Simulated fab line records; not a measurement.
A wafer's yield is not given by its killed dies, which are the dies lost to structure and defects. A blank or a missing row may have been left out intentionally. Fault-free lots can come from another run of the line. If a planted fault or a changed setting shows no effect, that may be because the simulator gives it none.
Matching of chambers || flow gf180mcu || cmp-01 running GF_V1_CMP_26: 4 sister chambers
The step polishes, stops on SiO2, t overpolish 15 s, target thk 0 nm. 8 wafers are shown with their chamber, then 7 later ones without.

## WAFERS PAIRED WITH THEIR CHAMBERS
{"wafer": "L421.6", "chamber": 1, "motor_current_A (A)": 11.0, "time_to_endpoint_s (s)": 85}
{"wafer": "L422.1", "chamber": 1, "motor_current_A (A)": 11.5, "time_to_endpoint_s (s)": 87}
{"wafer": "L425.1", "chamber": 3, "motor_current_A (A)": 12.8, "time_to_endpoint_s (s)": 81}
{"wafer": "L425.4", "chamber": 2, "motor_current_A (A)": 11.9, "time_to_endpoint_s (s)": 85}
{"wafer": "L434.2", "chamber": 3, "motor_current_A (A)": 13.6, "time_to_endpoint_s (s)": 77}
{"wafer": "L434.3", "chamber": 2, "motor_current_A (A)": 11.0, "time_to_endpoint_s (s)": 80}
{"wafer": "L435.4", "chamber": 0, "motor_current_A (A)": 9.7, "time_to_endpoint_s (s)": 88}
{"wafer": "L435.5", "chamber": 0, "motor_current_A (A)": 9.9, "time_to_endpoint_s (s)": 85}

## WAFERS WITHOUT THEIR CHAMBER
{"wafer": "L435.6", "motor_current_A (A)": 13.9, "time_to_endpoint_s (s)": 81}
{"wafer": "L436.1", "motor_current_A (A)": 9.8, "time_to_endpoint_s (s)": 83}
{"wafer": "L436.3", "motor_current_A (A)": 12.9, "time_to_endpoint_s (s)": 81}
{"wafer": "L436.5", "motor_current_A (A)": 10.0, "time_to_endpoint_s (s)": 84}
{"wafer": "L438.2", "motor_current_A (A)": 10.2, "time_to_endpoint_s (s)": 82}
{"wafer": "L438.3", "motor_current_A (A)": 11.8, "time_to_endpoint_s (s)": 77}
{"wafer": "L438.6", "motor_current_A (A)": 11.6, "time_to_endpoint_s (s)": 82}

## CHAMBER TAKEN BY EACH
{"wafer": "L435.6", "from the rows above": 3, "in truth": 3}
{"wafer": "L436.1", "from the rows above": "can't be placed: 0 or 1", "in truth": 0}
{"wafer": "L436.3", "from the rows above": 3, "in truth": 3}
{"wafer": "L436.5", "from the rows above": "can't be placed: 0 or 1", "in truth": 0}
{"wafer": "L438.2", "from the rows above": "can't be placed: 0 or 2 or 1", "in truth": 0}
{"wafer": "L438.3", "from the rows above": "can't be placed: 2 or 3 or 1", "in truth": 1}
{"wafer": "L438.6", "from the rows above": "can't be placed: 2 or 1", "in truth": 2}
2 of 7 placed correctly. These rows do not allow placing 5 (true chamber among the candidates in 5). Wrongly placed: 0.
How it was worked out, from the rows above alone: a wafer's distance from a chamber is the root of the sum, over the readings, of the square of ((its reading less the chamber's mean) divided by the reading's scatter). If the next closest chamber is less than 2 further off than the closest, the wafer can't be placed; otherwise it belongs to the closest. A chamber's mean is the mean of its shown wafers. The scatter is the square root of a quotient: the sum, over the shown wafers, of each reading's squared deviation from its chamber's mean, divided by wafers minus chambers.
